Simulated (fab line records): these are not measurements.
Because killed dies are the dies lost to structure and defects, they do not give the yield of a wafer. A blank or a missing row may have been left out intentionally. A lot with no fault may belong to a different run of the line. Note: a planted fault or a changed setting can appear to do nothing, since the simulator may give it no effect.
fab line records    flow sky130
[record] lots = 6  wafers = 18  last-day = 50
route steps=708 shown LDD_P@259 LDD_HVN@267 PAD_OPEN@708
lots that met no fault: from a run of the same line without faults
start-h: hours from the record's first day to the start of the lot's first wafer shown    wait-h: hours elapsed since this lot's preceding step    " unchanged from the row above    L1.1+2: a single row standing in for several wafers    - no value present, or no start provided    * or withheld: withheld    < > ~ a bound
route shown NAME@n: NAME is a module with steps in the file, n the number in the route of the first one    usual: average and standard deviation across the fault-free wafers    same: alike in all rows    chamber/n: place in a boat    sites: per-site readings    _std_site: the standard deviation of these    _edge_site: the outer-site mean with the inner-site mean subtracted    radius-mm: how far each site lies from the wafer's centre    mask NAME#n: copy n    behind: the tool/chamber that last shaped the wafer    hold: the reason the lot was held/the length of the hold in hours/how it ended    device: transistor that didn't switch, given as n, p or np    end of line: the same wafers' tests at the end of the route    a step without rows: its recipe alone    killed: dies lost to structure and defects at the first sort, not the wafer's yield    map: dies across one wafer; x = killed, . = not, _ = none there
set.NAME: the setting as run; set.NAME@STEP: as run at that earlier step    model.NAME: the simulator's own value behind a step, which no gauge read
lots at selected steps of the route; one table per step, one row per wafer
services: the hour from which a tool's chamber was out of use, counted from the record's first day as start-h (under 0 if before that day), plus the number of hours and why
[[steps]]
[step SKY_LDD_P_EXPOSE_04]
[recipe] mask-id = PSDM  na = 0.6  source-shape = conventional  sigma-outer = 0.6  polarization = unpolarized  target-cd-nm = 380  dose-mj = 138
[step SKY_LDD_P_PEB_05]
[recipe] temp-c = withheld  time-s = *  resist = NOVOLAK
[step SKY_LDD_P_DEVELOP_06]
[recipe] resist = NOVOLAK  developer = TMAH  develop-time-s = 60  dev-temp-c = 23
[step SKY_LDD_P_CD_MEAS_07]
[recipe] target-cd-nm = 380
[usual] cd-nm = 381.1/1.9
lot.wafer  tool       chamber  start-h  wait-h  cd-nm
L189.3     cd-sem-01  -        430.33   0.1     384.0
L189.4     "          -        "        "       383.2
L189.6     "          -        "        "       383.7
L192.1     cd-sem-02  -        464.66   0.1     382.4
L192.2     "          -        "        "       382.8
L192.4     "          -        "        "       384.4
L201.3     cd-sem-02  -        551.60   0.1     379.9
L201.4     "          -        "        "       378.6
L201.5     "          -        "        "       379.8
L204.2     cd-sem-02  -        564.37   0.1     383.3
L204.3     "          -        "        "       382.7
L204.6     "          -        "        "       381.0
L203.3     cd-sem-02  -        570.35   0.1     381.9
L203.4     "          -        "        "       381.4
L203.6     "          -        "        "       383.3
L211.2     cd-sem-02  -        621.15   0.1     380.6
L211.4     "          -        "        "       379.9
L211.6     "          -        "        "       378.7
[step SKY_LDD_P_OVL_MEAS_08]
[usual] LDD_P_OVL = -1.2/1.3
lot.wafer  tool        chamber  start-h  wait-h  LDD_P_OVL[nm]
L189.3     overlay-02  -        430.42   0.1     -1.7
L189.4     "           -        "        "       -1.7
L189.6     "           -        "        "       -1.9
L192.1     overlay-01  -        464.78   0.1     -1.1
L192.2     "           -        "        "       -1.8
L192.4     "           -        "        "       0.7
L201.3     overlay-02  -        551.69   0.1     -1.0
L201.4     "           -        "        "       -2.2
L201.5     "           -        "        "       -3.0
L204.2     overlay-01  -        564.48   0.1     -1.4
L204.3     "           -        "        "       -1.4
L204.6     "           -        "        "       -2.2
L203.3     overlay-01  -        570.44   0.1     -0.1
L203.4     "           -        "        "       -2.2
L203.6     "           -        "        "       -1.7
L211.2     overlay-01  -        621.26   0.1     -2.1
L211.4     "           -        "        "       -2.4
L211.6     "           -        "        "       -3.8
[step SKY_LDD_P_IMPLANT_09]
[recipe] species = BF2  energy-kev = 25  dose-cm2 = 1e+13  tilt-deg = withheld
[step SKY_LDD_P_STRIP_10]
[recipe] chemistry = O2/N2  power-w = 1400  pressure-mtorr = 1500  platen-temp-c = withheld  o2-flow-sccm = 3000  n2-flow-sccm = 300  overash-fraction = 0.5
[usual] chamber-pressure-mTorr = 1499.9/1.4  drypump-motor-current-A = 5.6/0.38  oes-product-au = 0.715/0.0048  strip-time-to-endpoint-s = 14.18/0.048
lot.wafer  tool             chamber  start-h  wait-h  chamber-pressure-mTorr  drypump-motor-current-A  oes-product-au  rf-hours-counter-h  strip-time-to-endpoint-s
L189.3     plasma-asher-04  1        430.62   0.1     1500.5                  5.3                      0.716           -                   14.22
L189.4     "                0        "        "       1500.6                  5.8                      0.708           -                   14.22
L189.6     "                0        "        "       1501.3                  5.8                      0.726           -                   14.22
L192.1     plasma-asher-03  1        464.97   0.1     1501.2                  5.8                      0.710           63                  14.12
L192.2     "                0        "        "       1499.3                  5.0                      0.716           63                  14.15
L192.4     "                1        "        "       1502.4                  5.8                      0.724           -                   14.15
L201.3     plasma-asher-03  1        551.90   0.1     1498.0                  5.8                      0.719           -                   14.17
L201.4     "                0        "        "       1498.8                  4.9                      0.704           -                   14.17
L201.5     "                0        "        "       1501.9                  4.9                      0.714           -                   14.16
L204.2     plasma-asher-04  1        564.66   0.1     1499.5                  5.3                      0.718           42                  14.16
L204.3     "                0        "        "       1501.5                  5.8                      0.717           -                   14.19
L204.6     "                0        "        "       1501.8                  5.8                      0.708           -                   14.16
L203.3     plasma-asher-03  0        570.65   0.1     1501.6                  4.9                      0.713           -                   14.15
L203.4     "                1        "        "       1499.1                  5.9                      0.712           -                   14.09
L203.6     "                1        "        "       1500.7                  5.9                      0.705           -                   14.10
L211.2     plasma-asher-01  1        621.44   0.1     1501.7                  6.1                      0.716           93                  14.18
L211.4     "                0        "        "       1498.5                  5.7                      0.713           -                   14.22
L211.6     "                1        "        "       1500.3                  6.2                      0.716           -                   14.18
[step SKY_LDD_P_TW_MEAS_11]
[usual] LDD_P_TW = 636/3.1
lot.wafer  tool           chamber  start-h  wait-h  LDD_P_TW
L189.3     film-metro-04  -        430.71   0.1     641
L189.4     "              -        "        "       636
L189.6     "              -        "        "       636
L192.1     film-metro-04  -        465.07   0.1     634
L192.2     "              -        "        "       634
L192.4     "              -        "        "       632
L201.3     film-metro-04  -        551.98   0.1     640
L201.4     "              -        "        "       638
L201.5     "              -        "        "       636
L204.2     film-metro-03  -        564.77   0.1     636
L204.3     "              -        "        "       637
L204.6     "              -        "        "       636
L203.3     film-metro-03  -        570.73   0.1     637
L203.4     "              -        "        "       634
L203.6     "              -        "        "       634
L211.2     film-metro-03  -        621.55   0.1     636
L211.4     "              -        "        "       632
L211.6     "              -        "        "       632
[step SKY_LDD_HVN_DEHYDRATE_00]
[recipe] temp-c = 200  time-s = 60
[step SKY_LDD_HVN_HMDS_01]
[recipe] prime-time-s = 60  prime-temp-c = 120
[step SKY_LDD_HVN_COAT_02]
[recipe] resist = NOVOLAK  spin-rpm = 3000  resist-thk-nm = 300
[step SKY_LDD_HVN_SOFTBAKE_03]
[recipe] temp-c = 90  time-s = 60  resist = NOVOLAK
[step SKY_LDD_HVN_EXPOSE_04]
[recipe] mask-id = HVNTM  na = 0.6  source-shape = conventional  sigma-outer = 0.6  polarization = unpolarized  target-cd-nm = 700  dose-mj = 127
lot.wafer   tool              chamber  start-h  wait-h  mask     model.LDD_HVN.overlay-x-nm
L189.3+4+6  iline-stepper-02  0        446.57   -       HVNTM#0  -0.1009
L192.1+2+4  iline-stepper-02  0        480.11   -       HVNTM#0  0.8447
L201.3+4+5  iline-stepper-02  0        566.95   -       HVNTM#0  156.7
L204.2+3+6  iline-stepper-01  0        579.95   -       HVNTM#0  0.2949
L203.3+4+6  iline-stepper-02  0        584.92   -       HVNTM#0  156.7
L211.2+4+6  iline-stepper-01  0        636.56   -       HVNTM#0  -0.2305
[step SKY_LDD_HVN_PEB_05]
[recipe] temp-c = withheld  time-s = *  resist = NOVOLAK
[step SKY_LDD_HVN_DEVELOP_06]
[recipe] resist = NOVOLAK  developer = TMAH  develop-time-s = 60  dev-temp-c = 23
[step SKY_LDD_HVN_OVL_MEAS_07]
[usual] LDD_HVN_OVL = -0.5/1.3
lot.wafer  tool        chamber  start-h  wait-h  LDD_HVN_OVL[nm]
L189.3     overlay-01  -        461.42   0.1     1.4
L189.4     "           -        "        "       -1.2
L189.6     "           -        "        "       -2.1
L192.1     overlay-01  -        494.81   0.1     1.5
L192.2     "           -        "        "       1.1
L192.4     "           -        "        "       1.4
L201.3     overlay-01  -        581.33   0.1     155.8
L201.4     "           -        "        "       155.4
L201.5     "           -        "        "       155.6
L204.2     overlay-02  -        593.76   0.1     1.1
L204.3     "           -        "        "       -0.9
L204.6     "           -        "        "       -1.5
L203.3     overlay-02  -        599.78   0.1     155.2
L203.4     "           -        "        "       154.6
L203.6     "           -        "        "       156.6
L211.2     overlay-02  -        650.01   0.1     -1.5
L211.4     "           -        "        "       0.4
L211.6     "           -        "        "       -1.8
[step SKY_LDD_HVN_IMPLANT_08]
[recipe] species = P  energy-kev = 60  dose-cm2 = 3e+13  tilt-deg = 40
[step SKY_PAD_OPEN_PROBE_99]
[usual] killed_at_M0_to_M3 = 43/6.8  killed_at_M4_up = 3.2/1.8  killed-at-contacts = 24/6.2  killed-at-front-end = 15/4.7  killed-at-other = 0.4/0.63  killed-dies = 86/9.6  killed-open = 47/6.9  killed-short = 39/6.3
[same] gross-dies = 492  killed-at-back-side = 0
lot.wafer  tool       chamber  start-h  wait-h  killed_at_M0_to_M3  killed_at_M4_up  killed-at-contacts  killed-at-front-end  killed-at-other  killed-dies  killed-open  killed-short
L189.3     prober-01  -        1069.72  0.2     45                  4                16                  20                   1                86           45           41
L189.4     prober-01  -        1069.77  0.2     40                  5                13                  21                   1                80           35           45
L189.6     prober-01  -        1069.87  0.2     34                  2                14                  18                   0                68           41           26
L192.1     prober-02  -        1091.01  0.1     35                  2                21                  8                    1                67           38           28
L192.2     prober-02  -        1091.06  0.1     39                  4                18                  18                   1                80           46           33
L192.4     prober-02  -        1091.16  0.2     37                  3                27                  11                   0                78           42           36
L201.3     prober-01  -        1153.35  0.2     57                  6                21                  15                   1                100          56           44
L201.4     prober-01  -        1153.40  0.2     40                  1                28                  5                    0                74           46           28
L201.5     prober-01  -        1153.45  0.2     40                  5                21                  13                   0                79           39           38
L204.2     prober-01  -        1157.67  0.1     41                  2                30                  10                   0                83           42           40
L204.3     prober-01  -        1157.72  0.2     37                  1                37                  14                   0                89           53           34
L204.6     prober-01  -        1157.87  0.2     44                  3                21                  17                   0                85           47           38
L203.3     prober-02  -        1160.98  0.2     49                  2                25                  16                   0                92           53           39
L203.4     prober-02  -        1161.03  0.2     39                  3                20                  19                   0                81           48           32
L203.6     prober-02  -        1161.13  0.2     49                  2                15                  13                   1                80           44           34
// killed by level:class
L189.3 FIELD_ISO:geometric-particle:short=9 VIA1:geometric-particle:open=9 VIA2:geometric-particle:open=9 CONTACT:geometric-particle:open=8 VIA2:geometric-particle:short=6 FIELD_ISO:geometric-particle:open=5 METAL2:geometric-particle:short=5 METAL1:geometric-particle:short=4
L189.4 VIA1:geometric-particle:open=7 VIA2:geometric-particle:short=6 METAL3:geometric-particle:short=6 FIELD_ISO:geometric-particle:short=5 FIELD_ISO:geometric-particle:open=5 CONTACT:geometric-particle:open=5 VIA3:geometric-particle:short=5 VIA1:geometric-particle:short=4
L189.6 VIA1:geometric-particle:open=9 CONTACT:geometric-particle:open=7 POLY_GATE:geometric-particle:short=5 VIA2:geometric-particle:open=5 POLY_GATE:geometric-particle:open=4 LI_CONTACT:geometric-particle:open=4 METAL3:geometric-particle:short=4 VIA3:geometric-particle:open=4
L192.1 VIA1:geometric-particle:open=10 LI_CONTACT:geometric-particle:open=6 CONTACT:geometric-particle:open=5 VIA1:geometric-particle:short=5 CONTACT:geometric-particle:short=4 VIA3:geometric-particle:short=4 LI_CONTACT:geometric-particle:short=3 METAL2:geometric-particle:short=3
L192.2 METAL2:geometric-particle:short=10 VIA1:geometric-particle:open=10 CONTACT:geometric-particle:open=9 FIELD_ISO:geometric-particle:open=6 LI_CONTACT:geometric-particle:open=5 POLY_GATE:geometric-particle:open=4 FIELD_ISO:geometric-particle:short=3 POLY_GATE:geometric-particle:short=3
L192.4 CONTACT:geometric-particle:open=15 VIA2:geometric-particle:open=8 CONTACT:geometric-particle:short=7 VIA1:geometric-particle:short=6 VIA1:geometric-particle:open=6 POLY_GATE:geometric-particle:short=4 LI_CONTACT:geometric-particle:open=4 METAL3:geometric-particle:short=4
L201.3 CONTACT:geometric-particle:open=12 VIA3:geometric-particle:open=8 VIA2:geometric-particle:open=8 VIA1:geometric-particle:open=7 METAL2:geometric-particle:short=6 POLY_GATE:geometric-particle:open=5 VIA2:geometric-particle:short=5 METAL3:geometric-particle:short=5
L201.4 VIA1:geometric-particle:open=13 LI_CONTACT:geometric-particle:open=12 CONTACT:geometric-particle:open=9 METAL1:geometric-particle:short=7 METAL2:geometric-particle:short=4 LOCAL_INTERCONNECT:geometric-particle:short=3 CONTACT:geometric-particle:short=3 VIA3:geometric-particle:open=3
L201.5 VIA1:geometric-particle:open=8 LI_CONTACT:geometric-particle:open=7 VIA2:geometric-particle:open=7 CONTACT:geometric-particle:open=6 VIA3:geometric-particle:open=6 POLY_GATE:geometric-particle:short=5 CONTACT:geometric-particle:short=5 METAL2:geometric-particle:short=5
L204.2 VIA2:geometric-particle:open=9 LI_CONTACT:geometric-particle:open=8 CONTACT:geometric-particle:short=8 CONTACT:geometric-particle:open=8 VIA1:geometric-particle:short=7 VIA1:geometric-particle:open=7 LOCAL_INTERCONNECT:geometric-particle:short=5 METAL3:geometric-particle:short=4
L204.3 CONTACT:geometric-particle:open=16 VIA2:geometric-particle:open=10 LI_CONTACT:geometric-particle:open=7 VIA1:geometric-particle:open=7 FIELD_ISO:geometric-particle:short=6 LOCAL_INTERCONNECT:geometric-particle:short=6 VIA3:geometric-particle:open=5 METAL2:geometric-particle:short=5
L204.6 CONTACT:geometric-particle:open=10 VIA1:geometric-particle:open=9 VIA3:geometric-particle:open=8 METAL2:geometric-particle:short=7 POLY_GATE:geometric-particle:short=6 VIA2:geometric-particle:open=5 FIELD_ISO:geometric-particle:short=4 FIELD_ISO:geometric-particle:open=4
L203.3 VIA1:geometric-particle:open=14 CONTACT:geometric-particle:open=12 FIELD_ISO:geometric-particle:short=7 VIA2:geometric-particle:open=7 VIA1:geometric-particle:short=6 LI_CONTACT:geometric-particle:open=5 VIA3:geometric-particle:open=5 METAL2:geometric-particle:short=5
L203.4 VIA1:geometric-particle:open=10 LI_CONTACT:geometric-particle:open=9 VIA2:geometric-particle:open=9 CONTACT:geometric-particle:open=7 POLY_GATE:geometric-particle:short=5 VIA1:geometric-particle:short=5 POLY_GATE:geometric-particle:open=4 METAL1:geometric-particle:short=4
L203.6 VIA2:geometric-particle:open=11 VIA1:geometric-particle:open=10 VIA3:geometric-particle:open=7 METAL1:geometric-particle:short=6 CONTACT:geometric-particle:short=5 FIELD_ISO:geometric-particle:short=4 CONTACT:geometric-particle:open=4 METAL3:geometric-particle:short=4
[[services]]
tool              chamber  start-h  hours  kind
plasma-asher-01   -        411.08   1.6    repair
iline-stepper-01  -        427.84   3.4    repair
plasma-asher-04   -        431.73   14.6   pm
iline-stepper-02  -        433.87   1.7    pm
plasma-asher-03   -        496.29   5.1    repair
iline-stepper-01  -        513.78   3.3    repair
iline-stepper-01  -        517.09   4.4    pm
plasma-asher-01   -        527.95   4.3    pm
plasma-asher-04   -        528.25   2.8    pm
plasma-asher-04   -        531.01   3.3    repair
iline-stepper-02  0        544.95   -      calibration
iline-stepper-01  0        559.48   -      calibration
plasma-asher-03   -        596.78   14.6   pm
iline-stepper-01  -        602.20   1.7    pm
[[key]]
[first-sign] step = SKY_LDD_HVN_OVL_MEAS_07  reading = LDD_HVN_OVL  direction = up  sigmas = 99+  usual = -0.5  struck = 155.5
effect none on later readings
[model-effect] step = SKY_LDD_HVN_EXPOSE_04  value = LDD_HVN.overlay-x-nm  without = -0.3758  struck = 156.7
met-at SKY_LDD_HVN_EXPOSE_04
struck-wafers L201.3,L201.4,L201.5,L203.3,L203.4,L203.6
tester-left-out L201,L203
onset-between 480.11 566.95
also-fits SKY_LDD_P_STRIP_10:plasma-asher-03
[fault] kind = scanner-matching-overlay  tool = iline-stepper-02  chamber = -  onset-h = 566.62  steps = SKY_LDD_HVN_EXPOSE_04  offset = 157.09
// tester-left-out: of these lots the tester's yield and bins aren't shown, on N5 and GAA mostly nor the transistor test; their killed dies are dies lost to structure and defects alone, not to doping, threshold or leakage, so they don't give the yield
